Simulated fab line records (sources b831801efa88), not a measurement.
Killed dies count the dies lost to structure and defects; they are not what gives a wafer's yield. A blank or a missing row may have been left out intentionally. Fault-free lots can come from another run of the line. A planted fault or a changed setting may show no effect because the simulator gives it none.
One fault seen from 2 desks -- flow gf180mcu -- every desk sees just its own numbers, and what lay behind them comes last

THE TOOL OWNER'S DESK: implanter-01
For each lot that ran on this tool, the mean over its sampled wafers that have a number, from the tool's own readings at GF_VT_IMPLANT_IMPLANT_08. The brackets show how far a lot's mean lies from the usual mean; more than 4 standard deviations puts the lot out of limits, marked OUT.
Columns: A = beam-on-s at GF_VT_IMPLANT_IMPLANT_08, usual 10.01 s; B = faraday-current-uA at GF_VT_IMPLANT_IMPLANT_08, usual 46.7
lot,first seen here,A,B
L849,day 5 19:29,10.04,46.6
L851,day 6 09:50,10.03,46.6
L853,day 6 20:46,10.18,46.0
L855,day 7 19:55,9.97,46.9
L861,day 9 01:14,10.95 (+4.9) OUT,42.8 (-4.4) OUT
L862,day 9 05:59,10.98 (+5.1) OUT,42.6 (-4.7) OUT
This desk's verdict: out of limits on L861, L862, starting with L861 at day 9 01:14 (beam-on-s at GF_VT_IMPLANT_IMPLANT_08). In limits: L849, L851, L853, L855.

AT THE METROLOGY DESK
Lot by lot, what the gauges showed, no matter which tool ran the lot: averages of those sampled wafers that carry a number. The brackets show how far a lot's mean lies from the usual mean; more than 4 standard deviations puts the lot out of limits, marked OUT.
Columns: A = VT_IMPLANT_TW at GF_VT_IMPLANT_TW_MEAS_10, usual 567.9
lot,first seen here,A
L848,day 5 16:58,567.8
L849,day 5 19:44,568.6
L850,day 6 04:43,568.0
L851,day 6 10:05,568.4
L852,day 6 13:50,572.0
L853,day 6 21:01,571.4
L854,day 7 07:27,570.6
L855,day 7 20:08,569.0
L861,day 9 01:29,577.4
L862,day 9 06:10,581.8 (+5.8) OUT
L867,day 10 14:37,567.7
L868,day 10 23:34,567.4
L869,day 11 01:13,571.1
This desk's result: L862 out of limits, first on L862 (VT_IMPLANT_TW at GF_VT_IMPLANT_TW_MEAS_10), day 9 06:10. In limits: L848, L849, L850, L851, L852, L853, L854, L855, L861, L867, L868, L869.

BROUGHT TOGETHER
The tool owner's desk had the chance to raise an alarm at day 9 01:14 on L861, L862.
Metrology desk: alarm possible at day 9 06:10 on L862.
The metrology desk holds a record of L861, inside its limits.
Every lot named ran GF_VT_IMPLANT_IMPLANT_08 on implanter-01.

WHAT HAD BEEN PUT IN BY THE SIMULATOR
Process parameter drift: implanter-01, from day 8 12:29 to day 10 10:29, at GF_VT_IMPLANT_IMPLANT_08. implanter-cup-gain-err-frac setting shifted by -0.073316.
Lots struck among those shown: L861, L862.
Hours from the fault's start to each desk's first reading out of limits: the tool owner's desk, 13; the metrology desk, 18.
